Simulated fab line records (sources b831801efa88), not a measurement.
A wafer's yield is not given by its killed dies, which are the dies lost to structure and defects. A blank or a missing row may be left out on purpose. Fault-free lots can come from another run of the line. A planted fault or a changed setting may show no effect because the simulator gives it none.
fab line records	flow sky130
[record] lots = 6	wafers = 18	last_day = 50
route steps=708 shown LDD_N@252 LDD_P@255 PAD_OPEN@708
lots that met no fault: taken from a fault-free run of the same line
start_h: hours from the record's first day to the start of the lot's first wafer shown	wait_h: time in hours since the lot's previous step	" unchanged from the row above	L1.1+2: a single row standing in for several wafers	- no value, or no start was given	* or withheld: withheld	< > ~ a bound
route shown NAME@n: names a module that has steps shown in the file, with the first one's number in the route	usual: mean and standard deviation over wafers with no fault	same: alike in all rows	chamber/n: place in a boat	sites: readings site by site	_std_site: standard deviation across them	_edge_site: mean of outer sites minus mean of inner sites	radius_mm: how far each site lies from the wafer's centre	mask NAME#n: copy n	behind: the last tool/chamber to shape the wafer	hold: why the lot went on hold/how many hours it stayed there/how the hold came to an end	device: which transistor (n, p or np) failed to switch	end of line: tests of these same wafers at the route's end	for a step that has no rows: nothing shown but its recipe	killed: count of dies lost to structure and defects at first sort (not the wafer's yield)	map: a wafer's dies, marking killed ones x, the rest . and places with no die _
set.NAME: the setting that was run; set.NAME@STEP: the one run at that earlier step	model.NAME: the simulator's own value behind a step, which no gauge read
certain route steps with their lots: each step a table, each wafer a row
services: a tool's chamber out of use, with start hour (start_h, from the record's first day; less than 0 if before it), hours out, and reason
[[steps]]
[step SKY_LDD_N_IMPLANT_15]
[recipe] species = BF2	energy_kev = 50	dose_cm2 = 5e+12	tilt_deg = 30	rotation_deg = 270
[step SKY_LDD_N_STRIP_16]
[recipe] chemistry = O2/N2	power_w = 1400	pressure_mtorr = 1500	platen_temp_c = withheld	o2_flow_sccm = 3000	n2_flow_sccm = 300	overash_fraction = 0.5
[usual] drypump_motor_current_A = 5.8/0.38	oes_product_au = 0.406/0.0044	strip_time_to_endpoint_s = 4.315/0.014
lot.wafer	tool	chamber	start_h	wait_h	drypump_motor_current_A	oes_product_au	rf_hours_counter_h	strip_time_to_endpoint_s
L895.2	plasma_asher-03	0	450.73	0.1	6.2	0.400	32	4.318
L895.4	"	0	"	"	6.2	0.406	-	4.316
L895.6	"	1	"	"	5.4	0.405	-	4.320
L900.2	plasma_asher-03	0	497.93	0.1	6.2	0.413	34	4.309
L900.3	"	1	"	"	5.3	0.405	-	4.317
L900.4	"	0	"	"	6.2	0.409	-	4.330
L905.1	plasma_asher-04	0	559.78	0.1	6.1	0.410	14	4.304
L905.4	"	1	"	"	5.4	0.408	-	4.312
L905.6	"	0	"	"	6.0	0.408	-	4.340
L906.2	plasma_asher-03	1	573.52	0.1	5.3	0.411	41	4.339
L906.4	"	1	"	"	5.3	0.411	-	4.336
L906.6	"	1	"	"	5.3	0.402	-	4.315
L911.1	plasma_asher-04	1	594.58	0.1	5.4	0.408	18	4.317
L911.2	"	0	"	"	6.0	0.404	18	4.315
L911.6	"	1	"	"	5.4	0.407	-	4.316
L910.1	plasma_asher-02	1	596.17	0.1	5.6	0.403	79	4.302
L910.3	"	1	"	"	5.6	0.401	-	4.325
L910.5	"	0	"	"	6.3	0.407	-	4.313
[step SKY_LDD_N_TW_MEAS_17]
[usual] LDD_N_TW = 2580/20
lot.wafer	tool	chamber	start_h	wait_h	LDD_N_TW
L895.2	film_metro-04	-	450.84	0.1	2571
L895.4	"	-	"	"	2597
L895.6	"	-	"	"	2566
L900.2	film_metro-03	-	498.04	0.1	2559
L900.3	"	-	"	"	2540
L900.4	"	-	"	"	2538
L905.1	film_metro-03	-	559.88	0.1	2573
L905.4	"	-	"	"	2571
L905.6	"	-	"	"	2552
L906.2	film_metro-04	-	573.63	0.1	2602
L906.4	"	-	"	"	2578
L906.6	"	-	"	"	2601
L911.1	film_metro-03	-	594.68	0.1	2568
L911.2	"	-	"	"	2564
L911.6	"	-	"	"	2579
L910.1	film_metro-03	-	596.27	0.1	2562
L910.3	"	-	"	"	2559
L910.5	"	-	"	"	2563
[step SKY_LDD_P_DEHYDRATE_00]
[recipe] temp_c = 200	time_s = 60
[step SKY_LDD_P_HMDS_01]
[recipe] prime_time_s = 60	prime_temp_c = 120
[step SKY_LDD_P_COAT_02]
[recipe] resist = NOVOLAK	spin_rpm = 3000	resist_thk_nm = 1140
[step SKY_LDD_P_SOFTBAKE_03]
[recipe] temp_c = 90	time_s = 60	resist = NOVOLAK
[step SKY_LDD_P_EXPOSE_04]
[recipe] mask_id = PSDM	na = 0.6	source_shape = conventional	sigma_outer = 0.6	polarization = unpolarized	target_cd_nm = 380	dose_mj = 138
[step SKY_LDD_P_PEB_05]
[recipe] temp_c = withheld	time_s = *	resist = NOVOLAK
[step SKY_LDD_P_DEVELOP_06]
[recipe] resist = NOVOLAK	developer = TMAH	develop_time_s = 60	dev_temp_c = 23
[step SKY_LDD_P_CD_MEAS_07]
[recipe] target_cd_nm = 380
[usual] cd_nm = 380.6/2.2
lot.wafer	tool	chamber	start_h	wait_h	cd_nm
L895.2	cd_sem-02	-	481.76	0.1	379.8
L895.4	"	-	"	"	380.0
L895.6	"	-	"	"	378.8
L900.2	cd_sem-02	-	528.61	0.1	382.2
L900.3	"	-	"	"	381.3
L900.4	"	-	"	"	381.0
L905.1	cd_sem-02	-	588.77	0.1	378.7
L905.4	"	-	"	"	378.7
L905.6	"	-	"	"	380.3
L906.2	cd_sem-01	-	602.64	0.1	379.1
L906.4	"	-	"	"	379.3
L906.6	"	-	"	"	378.3
L911.1	cd_sem-02	-	623.21	0.1	381.5
L911.2	"	-	"	"	378.8
L911.6	"	-	"	"	379.7
L910.1	cd_sem-01	-	624.54	0.1	379.2
L910.3	"	-	"	"	379.0
L910.5	"	-	"	"	379.6
[step SKY_LDD_P_OVL_MEAS_08]
[usual] LDD_P_OVL = 0.0/1.3
lot.wafer	tool	chamber	start_h	wait_h	LDD_P_OVL[nm]
L895.2	overlay-01	-	481.86	0.1	-2.2
L895.4	"	-	"	"	-0.3
L895.6	"	-	"	"	-1.6
L900.2	overlay-01	-	528.71	0.1	-1.1
L900.3	"	-	"	"	0.2
L900.4	"	-	"	"	0.6
L905.1	overlay-01	-	588.89	0.1	0.5
L905.4	"	-	"	"	0.4
L905.6	"	-	"	"	0.0
L906.2	overlay-01	-	602.75	0.1	-1.6
L906.4	"	-	"	"	-0.1
L906.6	"	-	"	"	-1.1
L911.1	overlay-01	-	623.33	0.1	-1.3
L911.2	"	-	"	"	-0.6
L911.6	"	-	"	"	-2.3
L910.1	overlay-02	-	624.66	0.1	0.1
L910.3	"	-	"	"	-0.8
L910.5	"	-	"	"	-0.9
[step SKY_LDD_P_IMPLANT_09]
[recipe] species = BF2	energy_kev = 25	dose_cm2 = 1e+13	tilt_deg = withheld
[usual] beam_energy_keV = 25.001/0.008
lot.wafer	tool	chamber	start_h	wait_h	beam_energy_keV	model.implant.rp_nm	model.implant.drp_nm
L895.2	implanter-01	0	481.92	0.0	25.012	21.11	11.41
L895.4	"	0	"	"	25.010	21.11	11.41
L895.6	"	0	"	"	25.016	21.11	11.41
L900.2	implanter-03	0	528.77	0.0	25.017	20.79	11.41
L900.3	"	0	"	"	25.006	20.79	11.41
L900.4	"	0	"	"	25.009	20.79	11.41
L905.1	implanter-01	0	588.93	0.0	26.488	21.85	11.89
L905.4	"	0	"	"	26.501	21.85	11.89
L905.6	"	0	"	"	26.501	21.85	11.89
L906.2	implanter-01	0	602.80	0.0	26.488	21.7	11.89
L906.4	"	0	"	"	26.490	21.7	11.89
L906.6	"	0	"	"	26.486	21.7	11.89
L911.1	implanter-04	0	623.36	0.0	25.010	19.24	11.41
L911.2	"	0	"	"	25.007	19.24	11.41
L911.6	"	0	"	"	25.015	19.24	11.41
L910.1	implanter-04	0	624.69	0.0	25.004	21.24	11.41
L910.3	"	0	"	"	25.001	21.24	11.41
L910.5	"	0	"	"	24.998	21.24	11.41
[step SKY_LDD_P_STRIP_10]
[recipe] chemistry = O2/N2	power_w = 1400	pressure_mtorr = 1500	platen_temp_c = withheld	o2_flow_sccm = 3000	n2_flow_sccm = 300	overash_fraction = 0.5
[usual] drypump_motor_current_A = 5.8/0.51	oes_product_au = 0.716/0.0043	strip_time_to_endpoint_s = 14.17/0.039
lot.wafer	tool	chamber	start_h	wait_h	drypump_motor_current_A	oes_product_au	rf_hours_counter_h	strip_time_to_endpoint_s
L895.2	plasma_asher-02	0	482.04	0.1	6.2	0.715	67	14.21
L895.4	"	1	"	"	5.6	0.722	-	14.22
L895.6	"	1	"	"	5.6	0.711	-	14.23
L900.2	plasma_asher-03	0	528.89	0.1	6.2	0.711	37	14.15
L900.3	"	1	"	"	5.3	0.715	-	14.19
L900.4	"	0	"	"	6.2	0.716	-	14.17
L905.1	plasma_asher-01	1	589.08	0.1	4.8	0.712	90	14.17
L905.4	"	0	"	"	6.3	0.719	-	14.18
L905.6	"	0	"	"	6.3	0.709	-	14.21
L906.2	plasma_asher-02	0	602.93	0.1	6.2	0.716	80	14.20
L906.4	"	1	"	"	5.6	0.721	-	14.21
L906.6	"	0	"	"	6.2	0.715	-	14.26
L911.1	plasma_asher-02	0	623.51	0.1	6.2	0.718	82	14.21
L911.2	"	1	"	"	5.6	0.716	82	14.20
L911.6	"	0	"	"	6.2	0.719	-	14.20
L910.1	plasma_asher-02	0	624.84	0.1	6.2	0.712	82	14.16
L910.3	"	0	"	"	6.2	0.715	-	14.17
L910.5	"	1	"	"	5.6	0.716	-	14.19
[step SKY_PAD_OPEN_PROBE_99]
[usual] killed_at_M0_to_M3 = 44/6.3	killed_at_M4_up = 2.8/1.7	killed_at_contacts = 25/5.8	killed_at_front_end = 14/4.4	killed_at_other = 0.3/0.49	killed_dies = 86/8.7	killed_on_rim = 17/4.3	killed_open = 48/5.8	killed_short = 38/6
[same] gross_dies = 492	killed_at_back_side = 0
lot.wafer	tool	chamber	start_h	wait_h	killed_at_M0_to_M3	killed_at_M4_up	killed_at_contacts	killed_at_front_end	killed_at_other	killed_dies	killed_on_rim	killed_open	killed_short
L895.2	prober-02	-	1109.88	0.1	39	5	28	16	0	88	16	47	41
L895.4	prober-02	-	1109.98	0.2	49	4	17	17	0	87	13	47	40
L895.6	prober-02	-	1110.08	0.2	34	5	24	19	0	82	15	37	45
L900.2	prober-01	-	1139.58	0.1	38	2	31	18	0	89	16	55	34
L900.3	prober-01	-	1139.63	0.2	45	3	23	14	0	85	21	58	27
L900.4	prober-01	-	1139.68	0.2	44	3	13	16	0	76	16	43	33
L905.1	prober-02	-	1174.04	0.1	32	1	17	19	0	69	15	43	26
L905.4	prober-02	-	1174.19	0.2	47	1	22	11	0	81	19	52	29
L905.6	prober-02	-	1174.29	0.2	50	6	26	11	0	93	17	48	45
L906.2	prober-02	-	1189.74	0.1	47	4	23	21	0	95	15	50	45
L906.4	prober-02	-	1189.84	0.2	38	6	27	15	0	86	16	43	43
L906.6	prober-02	-	1189.94	0.2	39	4	30	25	0	98	28	55	43
L911.1	prober-01	-	1195.15	0.1	54	3	23	15	1	96	19	48	48
L911.2	prober-01	-	1195.20	0.1	41	1	19	16	0	77	15	53	24
L911.6	prober-01	-	1195.40	0.2	41	6	18	11	0	76	14	40	36
L910.1	prober-02	-	1195.46	0.1	48	2	25	10	0	85	13	43	42
L910.3	prober-02	-	1195.56	0.2	41	3	19	13	1	77	19	44	33
L910.5	prober-02	-	1195.66	0.2	45	4	27	12	0	88	27	47	41
// killed by level:class
L895.2 FIELD_ISO:geometric_particle:open=8 LI_CONTACT:geometric_particle:open=8 VIA1:geometric_particle:open=8 CONTACT:geometric_particle:open=7 METAL2:geometric_particle:short=7 FIELD_ISO:geometric_particle:short=5 LOCAL_INTERCONNECT:geometric_particle:short=5 METAL1:geometric_particle:short=5
L895.4 VIA1:geometric_particle:open=10 CONTACT:geometric_particle:open=7 METAL1:geometric_particle:short=7 VIA2:geometric_particle:open=6 POLY_GATE:geometric_particle:short=5 VIA1:geometric_particle:short=5 VIA3:geometric_particle:open=5 FIELD_ISO:geometric_particle:short=4
L895.6 FIELD_ISO:geometric_particle:short=8 METAL1:geometric_particle:short=8 LI_CONTACT:geometric_particle:open=6 VIA3:geometric_particle:open=6 LOCAL_INTERCONNECT:geometric_particle:short=5 CONTACT:geometric_particle:open=5 POLY_GATE:geometric_particle:short=4 CONTACT:geometric_particle:short=4
L900.2 LI_CONTACT:geometric_particle:open=12 VIA1:geometric_particle:open=10 CONTACT:geometric_particle:open=10 VIA2:geometric_particle:open=6 VIA3:geometric_particle:open=6 METAL2:geometric_particle:short=5 CONTACT:geometric_particle:short=5 POLY_GATE:geometric_particle:open=4
L900.3 VIA1:geometric_particle:open=14 CONTACT:geometric_particle:open=10 VIA3:geometric_particle:open=8 LI_CONTACT:geometric_particle:open=5 VIA2:geometric_particle:open=5 METAL3:geometric_particle:short=5 FIELD_ISO:geometric_particle:open=4 CONTACT:geometric_particle:short=4
L900.4 VIA1:geometric_particle:open=14 VIA3:geometric_particle:open=6 VIA2:geometric_particle:open=6 POLY_GATE:geometric_particle:open=5 CONTACT:geometric_particle:short=4 METAL2:geometric_particle:short=4 POLY_GATE:geometric_particle:short=3 VIA1:geometric_particle:short=3
L905.1 VIA1:geometric_particle:open=10 LI_CONTACT:geometric_particle:open=7 FIELD_ISO:geometric_particle:open=6 CONTACT:geometric_particle:open=6 FIELD_ISO:geometric_particle:short=5 METAL3:geometric_particle:short=5 POLY_GATE:geometric_particle:open=4 VIA2:geometric_particle:open=4
L905.4 VIA1:geometric_particle:open=18 CONTACT:geometric_particle:open=9 LI_CONTACT:geometric_particle:open=5 FIELD_ISO:geometric_particle:short=4 VIA2:geometric_particle:open=4 METAL1:geometric_particle:short=4 VIA1:geometric_particle:short=4 METAL3:geometric_particle:short=4
L905.6 VIA1:geometric_particle:open=11 VIA2:geometric_particle:open=10 CONTACT:geometric_particle:open=8 LI_CONTACT:geometric_particle:open=6 LI_CONTACT:geometric_particle:short=6 METAL1:geometric_particle:short=5 METAL2:geometric_particle:short=5 METAL4:geometric_particle:short=5
L906.2 CONTACT:geometric_particle:open=10 VIA1:geometric_particle:open=8 VIA2:geometric_particle:open=8 METAL2:geometric_particle:short=7 FIELD_ISO:geometric_particle:open=6 CONTACT:geometric_particle:short=6 VIA3:geometric_particle:open=6 METAL1:geometric_particle:short=5
L906.4 CONTACT:geometric_particle:open=9 LI_CONTACT:geometric_particle:open=7 METAL2:geometric_particle:short=6 VIA2:geometric_particle:open=5 METAL1:geometric_particle:short=5 VIA1:geometric_particle:open=5 METAL4:geometric_particle:short=5 POLY_GATE:geometric_particle:open=4
L906.6 LI_CONTACT:geometric_particle:open=10 VIA3:geometric_particle:open=9 VIA2:geometric_particle:open=9 FIELD_ISO:geometric_particle:short=7 VIA1:geometric_particle:open=7 CONTACT:geometric_particle:open=6 LOCAL_INTERCONNECT:geometric_particle:short=6 FIELD_ISO:geometric_particle:open=5
L911.1 METAL1:geometric_particle:short=12 VIA1:geometric_particle:open=9 VIA1:geometric_particle:short=8 VIA2:geometric_particle:open=7 POLY_GATE:geometric_particle:open=6 LI_CONTACT:geometric_particle:open=6 CONTACT:geometric_particle:open=6 VIA3:geometric_particle:open=6
L911.2 VIA3:geometric_particle:open=12 CONTACT:geometric_particle:open=11 VIA1:geometric_particle:open=11 METAL1:geometric_particle:short=5 POLY_GATE:geometric_particle:open=4 VIA2:geometric_particle:open=4 SPACER:geometric_particle:open=3 LI_CONTACT:geometric_particle:open=3
L911.6 CONTACT:geometric_particle:open=9 VIA1:geometric_particle:open=8 VIA1:geometric_particle:short=6 METAL4:geometric_particle:short=6 VIA2:geometric_particle:short=5 VIA2:geometric_particle:open=4 LI_CONTACT:geometric_particle:open=4 METAL2:geometric_particle:short=4
L910.1 VIA1:geometric_particle:open=13 CONTACT:geometric_particle:open=9 LOCAL_INTERCONNECT:geometric_particle:short=6 CONTACT:geometric_particle:short=6 METAL2:geometric_particle:short=6 VIA2:geometric_particle:open=5 METAL3:geometric_particle:short=5 LI_CONTACT:geometric_particle:open=4
L910.3 VIA3:geometric_particle:open=9 VIA1:geometric_particle:open=8 VIA2:geometric_particle:open=7 CONTACT:geometric_particle:open=6 LI_CONTACT:geometric_particle:open=5 VIA1:geometric_particle:short=5 POLY_GATE:geometric_particle:short=4 CONTACT:geometric_particle:short=4
L910.5 CONTACT:geometric_particle:open=13 VIA1:geometric_particle:open=9 VIA3:geometric_particle:open=9 CONTACT:geometric_particle:short=7 METAL1:geometric_particle:short=5 VIA1:geometric_particle:short=5 VIA3:geometric_particle:short=5 FIELD_ISO:geometric_particle:short=4
[[services]]
tool	chamber	start_h	hours	kind
plasma_asher-04	0	430.25	-	clean
plasma_asher-04	1	430.25	-	clean
plasma_asher-02	-	432.04	2.8	pm
implanter-01	-	438.57	6.5	pm
implanter-01	-	448.71	1.6	repair
plasma_asher-03	-	454.56	19.3	repair
implanter-04	-	466.41	9.2	pm
plasma_asher-03	-	473.83	14.6	pm
implanter-01	-	550.58	2.1	repair
implanter-03	-	568.00	2.2	repair
plasma_asher-01	-	580.32	5.3	repair
implanter-03	-	588.62	2.9	repair
plasma_asher-03	-	596.63	2.4	repair
implanter-04	-	613.57	4.0	repair
plasma_asher-01	-	614.11	7.3	repair
plasma_asher-04	-	616.78	2.7	repair
plasma_asher-02	-	618.78	1.1	repair
implanter-01	-	622.19	3.4	repair
[[key]]
[first_sign] step = SKY_LDD_P_IMPLANT_09	reading = beam_energy_keV	direction = up	sigmas = 99+	usual = *	struck = *
effect none on later readings
[model_effect] step = SKY_LDD_P_IMPLANT_09	value = implant.rp_nm	without = 20.78	struck = 21.77
met_at SKY_LDD_P_IMPLANT_09
struck_wafers L905.1,L905.4,L905.6,L906.2,L906.4,L906.6
tester_left_out L905,L906
onset_between 481.92 588.93
[fault] kind = process_parameter_drift	tool = implanter-01	chamber = -	onset_h = 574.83	steps = SKY_LDD_P_IMPLANT_09	channel = energy_kev	offset = *	shape = step	end_h = 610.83	acts_in = *	stated = *
// tester_left_out: of these lots the tester's yield and bins aren't shown, on N5 and GAA mostly nor the transistor test; their killed dies are dies lost to structure and defects alone, not to doping, threshold or leakage, so they don't give the yield
